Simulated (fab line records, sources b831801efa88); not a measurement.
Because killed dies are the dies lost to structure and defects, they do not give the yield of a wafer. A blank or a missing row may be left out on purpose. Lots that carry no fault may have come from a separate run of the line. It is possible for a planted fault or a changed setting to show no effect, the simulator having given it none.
Which of the tools did it? / flow sky130 / Sampling: 15 lots, 45 wafers, 6 of 708 route steps

## WHAT THE GAUGES READ, wafer by wafer
SKY_POLY_GATE_CD_MEAS_13: target cd 150 nm.
lot=L878; measured=day 16 10:44; on=cd sem-01; cd nm (nm)=150.8 151.4 149.3
lot=L879; measured=day 17 05:34; on=cd sem-01; cd nm (nm)=150.2 150.8 150.4
lot=L881; measured=day 17 14:49; on=cd sem-01; cd nm (nm)=151.5 151.7 152.8
lot=L883; measured=day 18 09:31; on=cd sem-01; cd nm (nm)=153.4 152.4 151.7
lot=L884; measured=day 18 17:04; on=cd sem-02; cd nm (nm)=149.9 150.7 150.3
lot=L885; measured=day 19 01:13; on=cd sem-02; cd nm (nm)=151.9 152.7 151.0
lot=L886; measured=day 19 06:25; on=cd sem-01; cd nm (nm)=149.7 150.8 150.8
lot=L887; measured=day 19 19:16; on=cd sem-02; cd nm (nm)=152.1 151.0 150.3
lot=L888; measured=day 20 01:59; on=cd sem-02; cd nm (nm)=149.6 151.5 149.9
lot=L890; measured=day 21 06:18; on=cd sem-01; cd nm (nm)=150.1 151.0 151.2
lot=L895; measured=day 22 19:26; on=cd sem-02; cd nm (nm)=148.3 148.5 149.0
lot=L896; measured=day 23 02:01; on=cd sem-02; cd nm (nm)=150.1 150.9 151.6
lot=L897; measured=day 23 13:40; on=cd sem-01; cd nm (nm)=152.4 151.7 152.2
lot=L900; measured=day 24 07:37; on=cd sem-02; cd nm (nm)=149.9 149.4 150.1
lot=L901; measured=day 24 16:20; on=cd sem-01; cd nm (nm)=151.0 151.8 150.8

SKY_LDD_N_OVL_MEAS_07.
lot=L878; measured=day 17 16:46; on=overlay-01; LDD_N_OVL (nm)=1.3 0.6 1.2
lot=L879; measured=day 18 13:07; on=overlay-01; LDD_N_OVL (nm)=1.0 -0.1 -0.2
lot=L881; measured=day 18 22:58; on=overlay-02; LDD_N_OVL (nm)=-2.9 -2.4 -2.0
lot=L883; measured=day 19 17:40; on=overlay-01; LDD_N_OVL (nm)=-1.6 0.8 -0.1
lot=L884; measured=day 20 04:19; on=overlay-01; LDD_N_OVL (nm)=-1.3 -0.1 -0.5
lot=L885; measured=day 20 10:25; on=overlay-01; LDD_N_OVL (nm)=1.2 0.8 1.9
lot=L886; measured=day 20 16:22; on=overlay-01; LDD_N_OVL (nm)=1.2 1.1 0.9
lot=L887; measured=day 21 04:04; on=overlay-01; LDD_N_OVL (nm)=-2.0 -2.5 -0.9
lot=L888; measured=day 21 11:13; on=overlay-01; LDD_N_OVL (nm)=1.8 0.9 -0.3
lot=L890; measured=day 22 14:40; on=overlay-02; LDD_N_OVL (nm)=1.4 1.5 -0.1
lot=L895; measured=day 24 02:56; on=overlay-02; LDD_N_OVL (nm)=-0.5 0.2 -0.2
lot=L896; measured=day 24 09:42; on=overlay-01; LDD_N_OVL (nm)=1.3 0.4 2.5
lot=L897; measured=day 24 21:58; on=overlay-01; LDD_N_OVL (nm)=2.6 1.9 2.7
lot=L900; measured=day 25 15:27; on=overlay-01; LDD_N_OVL (nm)=1.1 0.6 0.6
lot=L901; measured=day 25 23:22; on=overlay-02; LDD_N_OVL (nm)=1.2 1.3 1.0

SKY_LDD_P_TW_MEAS_11.
lot=L878; measured=day 19 00:55; on=film metro-02; LDD_P_TW=640 647 642
lot=L879; measured=day 19 20:56; on=film metro-02; LDD_P_TW=645 648 649
lot=L881; measured=day 20 07:20; on=film metro-03; LDD_P_TW=643 643 643
lot=L883; measured=day 21 02:11; on=film metro-02; LDD_P_TW=646 639 646
lot=L884; measured=day 21 12:17; on=film metro-02; LDD_P_TW=641 645 644
lot=L885; measured=day 21 18:36; on=film metro-03; LDD_P_TW=640 639 642
lot=L886; measured=day 22 01:09; on=film metro-03; LDD_P_TW=641 640 639
lot=L887; measured=day 22 12:28; on=film metro-02; LDD_P_TW=646 644 650
lot=L888; measured=day 22 19:19; on=film metro-03; LDD_P_TW=637 641 641
lot=L890; measured=day 23 21:51; on=film metro-02; LDD_P_TW=646 644 648
lot=L895; measured=day 25 10:16; on=film metro-02; LDD_P_TW=648 649 648
lot=L896; measured=day 25 16:49; on=film metro-02; LDD_P_TW=648 648 650
lot=L897; measured=day 26 04:24; on=film metro-03; LDD_P_TW=645 638 642
lot=L900; measured=day 26 21:31; on=film metro-02; LDD_P_TW=649 645 646
lot=L901; measured=day 27 05:28; on=film metro-03; LDD_P_TW=639 639 637

SKY_LDD_HVN_TW_MEAS_10.
lot=L878; measured=day 20 07:53; on=film metro-04; LDD_HVN_TW=1437 1439 1438
lot=L879; measured=day 21 03:45; on=film metro-01; LDD_HVN_TW=1455 1454 1448
lot=L881; measured=day 21 13:59; on=film metro-01; LDD_HVN_TW=1446 1452 1453
lot=L883; measured=day 22 08:59; on=film metro-04; LDD_HVN_TW=1436 1438 1433
lot=L884; measured=day 22 18:06; on=film metro-01; LDD_HVN_TW=1456 1447 1446
lot=L885; measured=day 23 00:11; on=film metro-01; LDD_HVN_TW=1451 1450 1457
lot=L886; measured=day 23 07:29; on=film metro-04; LDD_HVN_TW=1431 1431 1436
lot=L887; measured=day 23 19:17; on=film metro-04; LDD_HVN_TW=1430 1431 1433
lot=L888; measured=day 24 00:37; on=film metro-04; LDD_HVN_TW=1423 1425 1435
lot=L890; measured=day 25 03:49; on=film metro-04; LDD_HVN_TW=1425 1431 1431
lot=L895; measured=day 26 15:03; on=film metro-04; LDD_HVN_TW=30 30 30
lot=L896; measured=day 26 21:47; on=film metro-01; LDD_HVN_TW=30 30 30
lot=L897; measured=day 27 09:46; on=film metro-04; LDD_HVN_TW=30 30 30
lot=L900; measured=day 28 02:38; on=film metro-04; LDD_HVN_TW=1449 1446 1449
lot=L901; measured=day 28 09:59; on=film metro-04; LDD_HVN_TW=1454 1444 1436

## WHICH TOOL RAN EACH LOT (tool, then ch and the chambers of the sampled wafers, then the start)
lot=L878; SKY_LDD_P_STRIP_10=plasma asher-02 ch 0,1, day 19 00:48; SKY_LDD_HVN_STRIP_09=plasma asher-02 ch 0,1, day 20 07:47
lot=L879; SKY_LDD_P_STRIP_10=plasma asher-02 ch 0,1, day 19 20:51; SKY_LDD_HVN_STRIP_09=plasma asher-03 ch 0,1, day 21 03:40
lot=L881; SKY_LDD_P_STRIP_10=plasma asher-02 ch 0,1, day 20 07:14; SKY_LDD_HVN_STRIP_09=plasma asher-04 ch 0,1, day 21 13:53
lot=L883; SKY_LDD_P_STRIP_10=plasma asher-02 ch 0,1, day 21 02:05; SKY_LDD_HVN_STRIP_09=plasma asher-04 ch 0,1, day 22 08:53
lot=L884; SKY_LDD_P_STRIP_10=plasma asher-03 ch 0,1, day 21 12:11; SKY_LDD_HVN_STRIP_09=plasma asher-03 ch 0,1, day 22 17:59
lot=L885; SKY_LDD_P_STRIP_10=plasma asher-03 ch 0,1, day 21 18:30; SKY_LDD_HVN_STRIP_09=plasma asher-04 ch 0,1, day 23 00:05
lot=L886; SKY_LDD_P_STRIP_10=plasma asher-03 ch 0,1, day 22 01:03; SKY_LDD_HVN_STRIP_09=plasma asher-04 ch 0,1, day 23 07:23
lot=L887; SKY_LDD_P_STRIP_10=plasma asher-02 ch 0,1, day 22 12:22; SKY_LDD_HVN_STRIP_09=plasma asher-02 ch 0,1, day 23 19:11
lot=L888; SKY_LDD_P_STRIP_10=plasma asher-03 ch 0,1, day 22 19:13; SKY_LDD_HVN_STRIP_09=plasma asher-04 ch 0,1, day 24 00:31
lot=L890; SKY_LDD_P_STRIP_10=plasma asher-01 ch 0,1, day 23 21:46; SKY_LDD_HVN_STRIP_09=plasma asher-03 ch 0,1, day 25 03:44
lot=L895; SKY_LDD_P_STRIP_10=plasma asher-02 ch 0,1, day 25 10:09; SKY_LDD_HVN_STRIP_09=plasma asher-03 ch 0,1, day 26 14:56
lot=L896; SKY_LDD_P_STRIP_10=plasma asher-03 ch 0,1, day 25 16:43; SKY_LDD_HVN_STRIP_09=plasma asher-04 ch 0,1, day 26 21:41
lot=L897; SKY_LDD_P_STRIP_10=plasma asher-02 ch 0,1, day 26 04:19; SKY_LDD_HVN_STRIP_09=plasma asher-03 ch 0,1, day 27 09:41
lot=L900; SKY_LDD_P_STRIP_10=plasma asher-02 ch 0,1, day 26 21:25; SKY_LDD_HVN_STRIP_09=plasma asher-02 ch 0,1, day 28 02:32
lot=L901; SKY_LDD_P_STRIP_10=plasma asher-02 ch 0,1, day 27 05:23; SKY_LDD_HVN_STRIP_09=plasma asher-04 ch 0,1, day 28 09:52
- SKY_LDD_P_STRIP_10: strips in O2/N2.
- SKY_LDD_HVN_STRIP_09: strips in O2/N2.

## WHAT THE TOOLS THEMSELVES READ (means of the sampled wafers that have a number; where no wafer has one, the mark that the record gives instead)
SKY_LDD_P_STRIP_10.
lot=L878; tool=plasma asher-02; chamber pressure mTorr (mTorr)=1499.6; drypump motor current A (A)=5.4; oes product au (a.u.)=0.717; strip time to endpoint s (s)=14.19
lot=L879; tool=plasma asher-02; chamber pressure mTorr (mTorr)=1499.7; drypump motor current A (A)=6.0; oes product au (a.u.)=0.716; strip time to endpoint s (s)=14.15
lot=L881; tool=plasma asher-02; chamber pressure mTorr (mTorr)=1501.7; drypump motor current A (A)=5.5; oes product au (a.u.)=0.716; strip time to endpoint s (s)=14.18
lot=L883; tool=plasma asher-02; chamber pressure mTorr (mTorr)=1499.1; drypump motor current A (A)=6.0; oes product au (a.u.)=0.714; strip time to endpoint s (s)=14.24
lot=L884; tool=plasma asher-03; chamber pressure mTorr (mTorr)=1499.9; drypump motor current A (A)=6.1; oes product au (a.u.)=0.716; strip time to endpoint s (s)=14.19
lot=L885; tool=plasma asher-03; chamber pressure mTorr (mTorr)=1499.6; drypump motor current A (A)=6.2; oes product au (a.u.)=0.716; strip time to endpoint s (s)=14.16
lot=L886; tool=plasma asher-03; chamber pressure mTorr (mTorr)=1499.9; drypump motor current A (A)=6.2; oes product au (a.u.)=0.717; strip time to endpoint s (s)=14.20
lot=L887; tool=plasma asher-02; chamber pressure mTorr (mTorr)=1501.9; drypump motor current A (A)=6.0; oes product au (a.u.)=0.713; strip time to endpoint s (s)=14.20
lot=L888; tool=plasma asher-03; chamber pressure mTorr (mTorr)=1499.9; drypump motor current A (A)=6.2; oes product au (a.u.)=0.719; strip time to endpoint s (s)=14.18
lot=L890; tool=plasma asher-01; chamber pressure mTorr (mTorr)=1500.9; drypump motor current A (A)=5.8; oes product au (a.u.)=0.715; strip time to endpoint s (s)=14.16
lot=L895; tool=plasma asher-02; chamber pressure mTorr (mTorr)=-; drypump motor current A (A)=-; oes product au (a.u.)=-; strip time to endpoint s (s)=-
lot=L896; tool=plasma asher-03; chamber pressure mTorr (mTorr)=-; drypump motor current A (A)=-; oes product au (a.u.)=-; strip time to endpoint s (s)=-
lot=L897; tool=plasma asher-02; chamber pressure mTorr (mTorr)=-; drypump motor current A (A)=-; oes product au (a.u.)=-; strip time to endpoint s (s)=-
lot=L900; tool=plasma asher-02; chamber pressure mTorr (mTorr)=1499.3; drypump motor current A (A)=5.4; oes product au (a.u.)=0.714; strip time to endpoint s (s)=14.18
lot=L901; tool=plasma asher-02; chamber pressure mTorr (mTorr)=1500.2; drypump motor current A (A)=5.5; oes product au (a.u.)=0.713; strip time to endpoint s (s)=14.14

SKY_LDD_HVN_STRIP_09.
lot=L878; tool=plasma asher-02; chamber pressure mTorr (mTorr)=1500.0; drypump motor current A (A)=5.5; oes product au (a.u.)=0.406; strip time to endpoint s (s)=4.123
lot=L879; tool=plasma asher-03; chamber pressure mTorr (mTorr)=1501.1; drypump motor current A (A)=6.2; oes product au (a.u.)=0.411; strip time to endpoint s (s)=4.149
lot=L881; tool=plasma asher-04; chamber pressure mTorr (mTorr)=1501.2; drypump motor current A (A)=6.4; oes product au (a.u.)=0.409; strip time to endpoint s (s)=4.126
lot=L883; tool=plasma asher-04; chamber pressure mTorr (mTorr)=1500.8; drypump motor current A (A)=6.5; oes product au (a.u.)=0.404; strip time to endpoint s (s)=4.130
lot=L884; tool=plasma asher-03; chamber pressure mTorr (mTorr)=1500.0; drypump motor current A (A)=6.2; oes product au (a.u.)=0.402; strip time to endpoint s (s)=4.126
lot=L885; tool=plasma asher-04; chamber pressure mTorr (mTorr)=1500.3; drypump motor current A (A)=6.4; oes product au (a.u.)=0.410; strip time to endpoint s (s)=4.155
lot=L886; tool=plasma asher-04; chamber pressure mTorr (mTorr)=1500.5; drypump motor current A (A)=6.4; oes product au (a.u.)=0.406; strip time to endpoint s (s)=4.135
lot=L887; tool=plasma asher-02; chamber pressure mTorr (mTorr)=1500.2; drypump motor current A (A)=5.5; oes product au (a.u.)=0.414; strip time to endpoint s (s)=4.139
lot=L888; tool=plasma asher-04; chamber pressure mTorr (mTorr)=1500.8; drypump motor current A (A)=6.4; oes product au (a.u.)=0.412; strip time to endpoint s (s)=4.142
lot=L890; tool=plasma asher-03; chamber pressure mTorr (mTorr)=1500.9; drypump motor current A (A)=6.2; oes product au (a.u.)=0.409; strip time to endpoint s (s)=4.114
lot=L895; tool=plasma asher-03; chamber pressure mTorr (mTorr)=1499.9; drypump motor current A (A)=6.2; oes product au (a.u.)=0.715; strip time to endpoint s (s)=21.733
lot=L896; tool=plasma asher-04; chamber pressure mTorr (mTorr)=1499.3; drypump motor current A (A)=6.4; oes product au (a.u.)=0.715; strip time to endpoint s (s)=21.760
lot=L897; tool=plasma asher-03; chamber pressure mTorr (mTorr)=1499.1; drypump motor current A (A)=6.2; oes product au (a.u.)=0.717; strip time to endpoint s (s)=21.687
lot=L900; tool=plasma asher-02; chamber pressure mTorr (mTorr)=1500.1; drypump motor current A (A)=5.5; oes product au (a.u.)=0.412; strip time to endpoint s (s)=4.136
lot=L901; tool=plasma asher-04; chamber pressure mTorr (mTorr)=1498.8; drypump motor current A (A)=6.5; oes product au (a.u.)=0.407; strip time to endpoint s (s)=4.129

## THE ANSWER, worked out from the rows above alone
Rule: usual is defined by the lots themselves. Put in order of their means at a reading, lots are off if they are a third of the lots or fewer, leave a main group of 4 or more, and stand apart from it by a gap of 3 or more times the standard deviation of the main group's means; of several such gaps the widest counts. A main group is skipped when, at the precision printed for the reading in the tables above, its means are all equal. A lot without any number at a reading at which 4 lots or more have one is off too. Any other lot the step has rows for is counted as sound. Order of review: gauges by route order, followed by the tools' own readings, for which a lot's mean as printed above is used. The first step at which some lot is off is used, and at that step the reading that is off furthest; a lot without a number counts as furthest.
Off: at SKY_LDD_HVN_TW_MEAS_10 (LDD_HVN_TW), L895, L896, L897. For the main group the mean is 1441 and the standard deviation 9.2.
If a tool, at a process step before that reading, ran all the lots that are off and no sound lot after the first of them, it fits. Not tried: the gauges at SKY_LDD_HVN_TW_MEAS_10; whatever is off there is also off at SKY_LDD_P_STRIP_10, on other tools, and gauge error can't account for it. None of those tried fits.

## WHAT THE SIMULATOR HAD INSERTED
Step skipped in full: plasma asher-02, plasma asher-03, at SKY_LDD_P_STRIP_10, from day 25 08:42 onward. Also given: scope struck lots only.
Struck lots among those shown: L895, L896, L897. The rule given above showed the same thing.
